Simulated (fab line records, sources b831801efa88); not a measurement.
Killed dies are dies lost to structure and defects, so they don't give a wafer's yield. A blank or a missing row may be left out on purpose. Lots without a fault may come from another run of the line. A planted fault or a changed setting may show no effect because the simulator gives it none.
Chamber matching | flow sky130 | SKY_FIELD_ISO_ETCH_17 on rie_si-02: 4 sister chambers
The step etches Si in HBr/Cl2/O2, target depth 342 nm, time 97.7 s. 8 wafers are shown with their chamber, then 12 later ones without.

WAFERS WITH THEIR CHAMBER
wafer  | chamber | oes_product_au (a.u.) | throttle_valve_pct (%)
L074.3 | 2       | 1.005                 | 25.663
L077.5 | 2       | 1.004                 | 25.656
L083.6 | 0       | 1.006                 | 25.652
L085.5 | 3       | 1.011                 | 25.641
L085.6 | 0       | 1.002                 | 25.648
L086.1 | 3       | 0.991                 | 25.653
L086.3 | 1       | 0.999                 | 25.654
L086.5 | 1       | 0.985                 | 25.661

WAFERS WITHOUT THEIR CHAMBER
wafer  | oes_product_au (a.u.) | throttle_valve_pct (%)
L090.3 | 1.003                 | 25.644
L090.5 | 0.989                 | 25.654
L090.6 | 0.997                 | 25.658
L091.3 | 1.007                 | 25.658
L091.4 | 1.000                 | 25.664
L091.6 | 1.001                 | 25.657
L094.1 | 1.007                 | 25.664
L094.3 | 1.012                 | 25.658
L094.4 | 1.009                 | 25.646
L097.4 | 0.990                 | 25.678
L097.5 | 0.994                 | 25.670
L097.6 | 0.996                 | 25.659

WHICH CHAMBER EACH WENT THROUGH
wafer  | from the rows above               | in truth
L090.3 | can't be placed: 3 or 0           | 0
L090.5 | can't be placed: 1 or 3 or 0 or 2 | 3
L090.6 | can't be placed: 1 or 2 or 0 or 3 | 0
L091.3 | can't be placed: 2 or 0 or 1 or 3 | 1
L091.4 | can't be placed: 2 or 1 or 0      | 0
L091.6 | can't be placed: 2 or 1 or 0 or 3 | 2
L094.1 | can't be placed: 2 or 1 or 0      | 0
L094.3 | can't be placed: 2 or 0 or 1 or 3 | 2
L094.4 | can't be placed: 0 or 3 or 2 or 1 | 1
L097.4 | can't be placed: 1 or 2 or 0 or 3 | 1
L097.5 | can't be placed: 2 or 1 or 0 or 3 | 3
L097.6 | can't be placed: 1 or 2 or 0 or 3 | 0
Placed correctly: 0 of 12. Can't be placed from these rows: 12 (the true chamber is among the candidates in 12). Placed wrongly: 0.
How it was worked out, from the rows above alone: a wafer's distance from a chamber is the root of the sum, over the readings, of the square of ((its reading less the chamber's mean) divided by the reading's scatter). The wafer belongs to the nearest chamber; if the next one is less than 2 further off, it can't be placed. A chamber's mean is the mean of its shown wafers. The scatter: the root of (the sum of the squares of (reading less its chamber's mean) over the shown wafers, divided by (wafers less chambers)).
